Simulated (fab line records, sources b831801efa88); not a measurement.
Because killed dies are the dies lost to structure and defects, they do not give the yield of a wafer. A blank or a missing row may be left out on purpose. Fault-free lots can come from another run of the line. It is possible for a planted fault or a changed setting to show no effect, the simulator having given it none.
Chamber matching || flow gf180mcu || cmp-01 running GF_V5_CMP_26: 3 sister chambers
The step polishes, stops on SiO2, t overpolish 15 s, target thk 0 nm. 3 wafers are shown with their chamber, then 5 later ones without.

WAFERS PAIRED WITH THEIR CHAMBERS
{"wafer": "L506.4", "chamber": 0, "motor-current-A (A)": 10.4}
{"wafer": "L506.6", "chamber": 1, "motor-current-A (A)": 11.9}
{"wafer": "L514.2", "chamber": 2, "motor-current-A (A)": 11.3}

WAFERS WITHOUT THEIR CHAMBER
{"wafer": "L514.5", "motor-current-A (A)": 11.2}
{"wafer": "L515.2", "motor-current-A (A)": 11.7}
{"wafer": "L515.6", "motor-current-A (A)": 10.1}
{"wafer": "L525.1", "motor-current-A (A)": 10.4}
{"wafer": "L525.3", "motor-current-A (A)": 11.6}

EACH ONE'S CHAMBER
{"wafer": "L514.5", "from the rows above": 2, "in truth": 2}
{"wafer": "L515.2", "from the rows above": "can't be placed: 1 or 2", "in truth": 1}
{"wafer": "L515.6", "from the rows above": 0, "in truth": 0}
{"wafer": "L525.1", "from the rows above": 0, "in truth": 0}
{"wafer": "L525.3", "from the rows above": "can't be placed: 2 or 1", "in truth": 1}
Placed correctly: 3 of 5. Cannot be placed on the basis of these rows: 2; the candidates contain the true chamber in 2. Wrongly placed: 0.
How it was worked out, from the rows above alone: a wafer's distance from a chamber is the root of the sum, over the readings, of the square of ((its reading less the chamber's mean) divided by the reading's scatter). If the next closest chamber is less than 2 further off than the closest, the wafer can't be placed; otherwise it belongs to the closest. For every chamber, the mean is computed from those of its wafers that are shown. The scatter: with one shown wafer a chamber, the root of the mean of the squares of how far each hidden wafer lies from its nearest shown one.
